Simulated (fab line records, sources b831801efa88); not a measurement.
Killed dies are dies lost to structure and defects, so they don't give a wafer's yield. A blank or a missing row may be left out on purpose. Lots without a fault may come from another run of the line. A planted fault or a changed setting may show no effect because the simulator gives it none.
Which tool did it? | flow sky130 | 11 lots, 33 wafers sampled, at 3 steps of a route of 708

WHAT THE GAUGES READ, wafer by wafer
SKY_VT_ADJUST_LVTN_TW_MEAS_21.
lot  | measured     | on            | VT_ADJUST_LVTN_2_TW
L721 | day 8 02:37  | film_metro-01 | 189.5 190.4 189.3
L723 | day 8 15:07  | film_metro-04 | 189.3 189.0 190.0
L726 | day 9 11:40  | film_metro-04 | 190.6 189.5 188.9
L727 | day 9 21:19  | film_metro-01 | 189.2 189.7 188.2
L730 | day 10 13:16 | film_metro-01 | 189.8 190.5 190.6
L732 | day 11 03:16 | film_metro-04 | 188.5 188.8 189.0
L738 | day 13 01:46 | film_metro-03 | 29.9 29.6 29.8 29.8 29.8 30.0
L739 | day 13 04:08 | film_metro-01 | 30.3 30.1 30.1 30.3 30.2 30.2
L740 | day 13 07:21 | film_metro-01 | 30.1 30.0 30.1 30.2 30.1 30.2
L742 | day 14 07:41 | film_metro-03 | 186.0 186.1 186.4
L743 | day 14 18:45 | film_metro-01 | 189.1 190.2 188.9

WHICH TOOL RAN EACH LOT (tool, then ch and the chambers of the sampled wafers, then the start)
lot  | SKY_VT_ADJUST_LVTN_STRIP_09          | SKY_VT_ADJUST_LVTN_STRIP_20
L721 | plasma_asher-02 ch 0,1, day 7 06:14  | plasma_asher-02 ch 0,1, day 8 02:30
L723 | plasma_asher-03 ch 0,1, day 7 18:29  | plasma_asher-03 ch 0,1, day 8 15:00
L726 | plasma_asher-03 ch 0,1, day 8 14:07  | plasma_asher-04 ch 0,1, day 9 11:34
L727 | plasma_asher-03 ch 0,1, day 8 23:36  | plasma_asher-04 ch 0,1, day 9 21:12
L730 | plasma_asher-02 ch 0,1, day 9 14:57  | plasma_asher-02 ch 0,1, day 10 13:11
L732 | plasma_asher-03 ch 0,1, day 10 03:46 | plasma_asher-02 ch 0,1, day 11 03:10
L738 | plasma_asher-04 ch 0,1, day 12 00:42 | plasma_asher-02 ch 0, day 13 01:40
L739 | plasma_asher-02 ch 0,1, day 12 03:07 | plasma_asher-02 ch 0,1, day 13 04:02
L740 | plasma_asher-03 ch 0,1, day 12 06:19 | plasma_asher-04 ch 0,1, day 13 07:14
L742 | plasma_asher-03 ch 0,1, day 13 05:25 | plasma_asher-04 ch 0,1, day 14 07:35
L743 | plasma_asher-03 ch 0,1, day 13 16:22 | plasma_asher-02 ch 0,1, day 14 18:39
- SKY_VT_ADJUST_LVTN_STRIP_09: strips in O2/N2.
- SKY_VT_ADJUST_LVTN_STRIP_20: strips in O2/N2.

THE ANSWER, worked out from the rows above alone
Rule: what is usual is taken from the lots themselves. Put in order of their means at a reading, lots are off if they are a third of the lots or fewer, leave a main group of 4 or more, and stand apart from it by a gap of 3 or more times the standard deviation of the main group's means; of several such gaps the widest counts. A main group whose means are all the same, to the digits that the tables above print for the reading, isn't used. A lot without any number at a reading at which 4 lots or more have one is off too. The other lots that the step has rows for count as sound.
Off: L738, L739, L740, at SKY_VT_ADJUST_LVTN_TW_MEAS_21 (VT_ADJUST_LVTN_2_TW). The main group: mean 189.1, standard deviation 1.2.
A tool fits if, at a process step before that reading, it ran every lot that is off, and no sound lot after the first of them. The gauges at SKY_VT_ADJUST_LVTN_TW_MEAS_21 are tried like those tools. None of those tried fits.

WHAT THE SIMULATOR HAD PUT IN
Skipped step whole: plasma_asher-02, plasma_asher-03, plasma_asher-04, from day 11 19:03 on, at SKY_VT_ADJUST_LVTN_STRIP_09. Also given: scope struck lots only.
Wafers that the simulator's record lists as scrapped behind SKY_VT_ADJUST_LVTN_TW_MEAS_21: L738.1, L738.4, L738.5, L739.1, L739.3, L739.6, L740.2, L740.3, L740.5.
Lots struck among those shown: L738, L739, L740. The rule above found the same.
